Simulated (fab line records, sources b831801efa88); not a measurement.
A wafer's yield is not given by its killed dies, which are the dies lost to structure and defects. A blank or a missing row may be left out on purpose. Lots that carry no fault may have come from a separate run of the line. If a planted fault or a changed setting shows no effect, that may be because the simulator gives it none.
Struck lot and sound lot, side by side :: flow sky130 :: 37 out of 708 route steps
Sound: the wafers L306.1, L306.4, L306.5. Struck: wafers L309.1, L309.4, L309.5. The cause is named last.
Each step with rows lists, per side, the tool, then ch with its chambers, then its first start. Under that, the readings that differ: sound wafers :: struck wafers :: difference of the means :: sigmas: that difference in standard deviations of wafers without a fault.
alike: same words and numbers on both sides, and readings whose means sit less than 2 such deviations apart. not compared: any withheld reading, any reading some wafer has no value for, any bound like >300 that may hide the same value, and any number with overlapping values for which the record gives no deviation.
A row with sigmas, a row that says differs or no value, or rows on one side alone: a step with any of these is where the two part. Numbers that have no deviation but don't overlap get no sigmas and don't part them. A reading that every wafer of one side lacks parts them only if that side has two wafers or more.

first, 9 steps without rows for these wafers: SKY_VIA3_SPUTTER_20 (material TiN, target thk 20 nm, time 80 s); SKY_VIA3_CVD_21 (deposits W, target thk 390 nm, time 117.31 s); SKY_VIA3_CMP_24 (polishes, stops on SiO2, t overpolish 20 s, target thk 0 nm); SKY_METAL4_SPUTTER_00 (material Ti, target thk 15 nm, time 10 s); SKY_METAL4_SPUTTER_01 (material TiN, target thk 20 nm, time 16.7 s); SKY_METAL4_SPUTTER_02 (material AlCu, target thk 735 nm, time 39.1 s); SKY_METAL4_SPUTTER_03 (material Ti, target thk 5 nm, time 3.3 s); SKY_METAL4_SPUTTER_04 (material TiN, target thk 70 nm, time 58.3 s); SKY_CAP2M_CVD_00 (deposits SiO2, target thk 15.5 nm).
SKY_CAP2M_SPUTTER_02: material TiN, target thk 200 nm, time 166.7 s.
  sound on pvd-sputter-02 at day 43 08:41; struck on pvd-sputter-02 at day 44 02:38
reading: cathode-dc-power-W (W)
sound: 6500.6 6498.6 6500.7
struck: 5479.7 5474.4 5475.1
difference: -1023.6
sigmas: -99 or more

reading: model.TiN_of_CAP2M_SPUTTER_02.thk-nm (nm)
sound: 200.9 199.9 201.4
struck: 171.8 173.2 171.3
difference: -28.6
sigmas: 
  alike: throttle-valve-pct
SKY_CAP2M_RS_MEAS_03: uses a four-point probe to measure.
  sound on film-metro-03 at day 43 08:48; struck on film-metro-01 at day 44 03:01
reading: CAP2M_TIN_RS (ohm/sq)
sound: 6.87 6.93 6.87
struck: 8.09 7.99 8.11
difference: +1.17
sigmas: +16
  not compared: hold
SKY_CAP2M_THK_MEAS_04: measures by xrf.
  sound on film-metro-03 at day 43 08:55; struck on film-metro-01 at day 44 06:04
reading: CAP2M_TIN_THK (nm)
sound: 199.0 198.8 200.1
struck: 172.6 173.8 172.3
difference: -26.4
sigmas: -11
  not compared: hold
then, 6 steps without rows for these wafers: SKY_CAP2M_HMDS_06 (prime time 60 s); SKY_CAP2M_COAT_07 (resist thk 1140 nm); SKY_CAP2M_SOFTBAKE_08 (time 60 s); SKY_CAP2M_EXPOSE_09 (exposes mask CAP2M, target cd 1000 nm); SKY_CAP2M_PEB_10; SKY_CAP2M_DEVELOP_11 (develop time 60 s).
SKY_CAP2M_METAL_ETCH_13: etches TiN in Cl2/BCl3, stops on SiO2, target depth 220 nm, time 62.9 s.
  sound on rie-metal-03 ch 0,1, day 44 06:56; struck on rie-metal-03 ch 0,1, day 45 00:29
reading: oes-product-au (a.u.)
sound: 0.944 0.943 0.947
struck: 0.865 0.859 0.856
difference: -0.085
sigmas: -11

reading: throttle-valve-pct (%)
sound: 21.895 21.889 21.889
struck: 21.950 21.956 21.961
difference: +0.065
sigmas: +6
  alike: drypump-motor-current-A
  not compared: rf-hours-counter-h
then, 16 steps without rows for these wafers: SKY_CAP2M_STRIP_14 (strips in O2/N2); SKY_CAP2M_STRIP_15 (strips in post etch residue remover, time 1200 s); SKY_CAP2M_CLEAN_16 (cleans in IPA, time 180 s); SKY_CAP2M_CLEAN_17 (cleans in O3/DIW); SKY_METAL4_DEHYDRATE_05 (time 60 s); SKY_METAL4_HMDS_06 (prime time 60 s); SKY_METAL4_COAT_07 (resist thk 60 nm); SKY_METAL4_COAT_08 (resist thk 1140 nm); SKY_METAL4_SOFTBAKE_09 (time 90 s); SKY_METAL4_EXPOSE_10 (exposes mask MM4, target cd 300 nm); SKY_METAL4_PEB_11; SKY_METAL4_DEVELOP_12 (develop time 60 s); SKY_METAL4_DESCUM_15 (chemistry O2, time 8 s); SKY_METAL4_ETCH_16 (etches BARC in N2/H2, stops on SiO2, time 88.2 s, target depth 60 nm); SKY_METAL4_ETCH_17 (etches SiO2 in C4F8/O2/Ar, stops on TiN, time 3.9 s, target depth 15 nm); SKY_METAL4_METAL_ETCH_18 (etches the open film in Cl2/BCl3, stops on SiO2, target depth 845 nm, time 183.1 s).
SKY_METAL4_STRIP_20: strips in post etch residue remover, time 1200 s.
  sound on wet-bench-03 ch 1, day 45 05:42; struck on wet-bench-03 ch 0, day 45 23:06
reading: model.TiN_of_CAP2M_SPUTTER_02.thk-nm (nm)
sound: 200.1 199 200.6
struck: 170.9 172.3 170.5
difference: -28.7
sigmas: 
-- the record jumps here: 3 days lie between the struck wafers' starts before and after (it left off in module METAL4 and takes up again in module PAD_OPEN, whose first step shown is number 708 of the route) --
SKY_PAD_OPEN_PROBE_99:
  sound on prober-01 at day 48 18:42; struck on prober-01 at day 49 10:47
reading: model.etest.cap-mim2.plate-ohm-sq
sound: 5.955 5.995 6.005
struck: 6.956 6.956 6.983
difference: +0.980
sigmas: 

reading: model.etest.cap-mim2.bv-v (V)
sound: 13.98 13.8 14.19
struck: 12.74 13.12 13.05
difference: -1.02
sigmas: 

reading: model.etest.cap-mim2.leak-log10-a-cm2
sound: -8.92 -9.09 -8.886
struck: -8.658 -8.66 -8.649
difference: +0.310
sigmas: 
  alike: defect-limited-yield, killed_at_M0_to_M3, killed_at_M4_up, killed-at-contacts, killed-at-front-end, killed-at-other, killed-dies, killed-open, killed-short, sort_bin_3_pad_short, sort_bin_5_function, sort_bin_6_memory, sort-n-pass, sort-yield-pct

## WHERE THEY PART
At SKY_CAP2M_SPUTTER_02 first; at SKY_CAP2M_METAL_ETCH_13 last (within this record only). Later steps at which nothing parts them and some readings are alike: SKY_PAD_OPEN_PROBE_99.

WHY: what had been put in by the simulator
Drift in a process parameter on pvd-sputter-02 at SKY_CAP2M_SPUTTER_02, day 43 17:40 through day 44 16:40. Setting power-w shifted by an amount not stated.
